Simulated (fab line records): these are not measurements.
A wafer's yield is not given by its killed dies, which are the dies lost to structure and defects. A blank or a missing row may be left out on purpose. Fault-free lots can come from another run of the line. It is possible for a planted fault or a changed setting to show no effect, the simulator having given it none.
Which tool did it? -- flow gf180mcu -- Sampling: 6 lots, 18 wafers, 4 of 602 route steps

WHAT THE GAUGES READ, wafer by wafer
GF_M3_OVL_MEAS_15.
lot,measured,on,M3_OVL (nm)
L949,day 22 02:18,overlay-02,13 11 5
L950,day 23 01:35,overlay-02,-4 3 1
L953,day 23 22:31,overlay-01,18 6 6
L962,day 26 19:10,overlay-01,-6 7 2
L965,day 27 11:43,overlay-01,7 -4 6
L967,day 28 03:41,overlay-01,6 6 18

TOOL THAT RAN EACH LOT (tool first, then ch and the chambers of the sampled wafers, then the start)
lot,GF_V1_SPUTTER_22,GF_M2_SPUTTER_00,GF_M2_SPUTTER_01
L949,"pvdSputter-01, day 18 21:16","pvdSputter-03, day 18 21:53","pvdSputter-03, day 18 21:59"
L950,"pvdSputter-04, day 19 22:55","pvdSputter-01, day 19 23:32","pvdSputter-01, day 19 23:38"
L953,"pvdSputter-02, day 20 19:59","pvdSputter-01, day 20 20:37","pvdSputter-01, day 20 20:43"
L962,"pvdSputter-04, day 23 23:21","pvdSputter-03, day 23 23:59","pvdSputter-03, day 24 00:05"
L965,"pvdSputter-01, day 24 15:17","pvdSputter-01, day 24 15:55","pvdSputter-01, day 24 16:01"
L967,"pvdSputter-01, day 25 08:52","pvdSputter-01, day 25 09:30","pvdSputter-01, day 25 09:36"
- GF_V1_SPUTTER_22: material TiN, target thk 10 nm, time 40 s.
- GF_M2_SPUTTER_00: material Ti, target thk 37.5 nm, time 150 s.
- GF_M2_SPUTTER_01: material TiN, target thk 30 nm, time 25 s.

THE ANSWER, worked out from the rows above alone
Rule: usual is defined by the lots themselves. The widest of any qualifying gaps counts: lots, ordered by their means at a reading, are off when they make up no more than a third of the lots, leave a main group of 4 or more, and stand apart from it by 3 or more times the standard deviation of that group's means. Not used: any main group whose means are identical at the precision the tables above print for the reading. A lot without any number at a reading at which 4 lots or more have one is off too. The other lots that the step has rows for count as sound.
Nothing can be told from this: no lot is off at any reading shown.

WHAT WAS PUT IN BY THE SIMULATOR
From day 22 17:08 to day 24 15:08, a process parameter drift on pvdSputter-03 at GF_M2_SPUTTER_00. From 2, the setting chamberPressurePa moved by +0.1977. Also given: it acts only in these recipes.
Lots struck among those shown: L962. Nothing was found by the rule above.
